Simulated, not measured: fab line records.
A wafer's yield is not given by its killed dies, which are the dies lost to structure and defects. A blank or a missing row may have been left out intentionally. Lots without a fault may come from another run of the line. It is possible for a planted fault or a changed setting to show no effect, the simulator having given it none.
Matching of chambers -- flow sky130 -- SKY_VIA3_CMP_02 on cmp-01: 4 sister chambers
The step polishes SiO2. 8 wafers are shown with their chamber, then 10 later ones without.

== WAFERS, EACH WITH ITS CHAMBER ==
wafer,chamber,motor-current-A (A),slurry-flow-ml-min
L090.3,1,11.1,149.5
L090.4,2,11.2,149.5
L090.6,0,12.8,149.7
L091.1,2,11.0,150.2
L091.2,3,12.1,150.2
L091.4,1,10.6,150.5
L092.3,0,12.4,150.2
L092.5,3,11.5,149.9

== WAFERS WHOSE CHAMBER IS MISSING ==
wafer,motor-current-A (A),slurry-flow-ml-min
L092.6,12.4,150.2
L093.1,10.7,149.8
L093.2,12.9,150.9
L093.6,13.0,149.9
L096.1,10.7,149.8
L096.3,11.7,149.7
L096.4,11.0,149.5
L097.1,10.8,149.6
L097.3,10.4,150.4
L097.5,11.3,150.7

== WHICH CHAMBER EACH ONE RAN IN ==
wafer,from the rows above,in truth
L092.6,can't be placed: 0 or 3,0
L093.1,can't be placed: 1 or 2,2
L093.2,can't be placed: 0 or 3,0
L093.6,0,0
L096.1,can't be placed: 1 or 2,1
L096.3,can't be placed: 3 or 2 or 1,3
L096.4,can't be placed: 2 or 1 or 3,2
L097.1,can't be placed: 1 or 2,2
L097.3,can't be placed: 1 or 2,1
L097.5,can't be placed: 2 or 1 or 3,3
Placed correctly: 1 of 10. These rows do not allow placing 9 (true chamber among the candidates in 9). Number placed wrongly: 0.
How it was worked out, from the rows above alone: a wafer's distance from a chamber is the root of the sum, over the readings, of the square of ((its reading less the chamber's mean) divided by the reading's scatter). The wafer belongs to the nearest chamber; if the next one is less than 2 further off, it can't be placed. Each chamber's mean is taken over the wafers shown for it. The scatter is the square root of a quotient: the sum, over the shown wafers, of each reading's squared deviation from its chamber's mean, divided by wafers minus chambers.
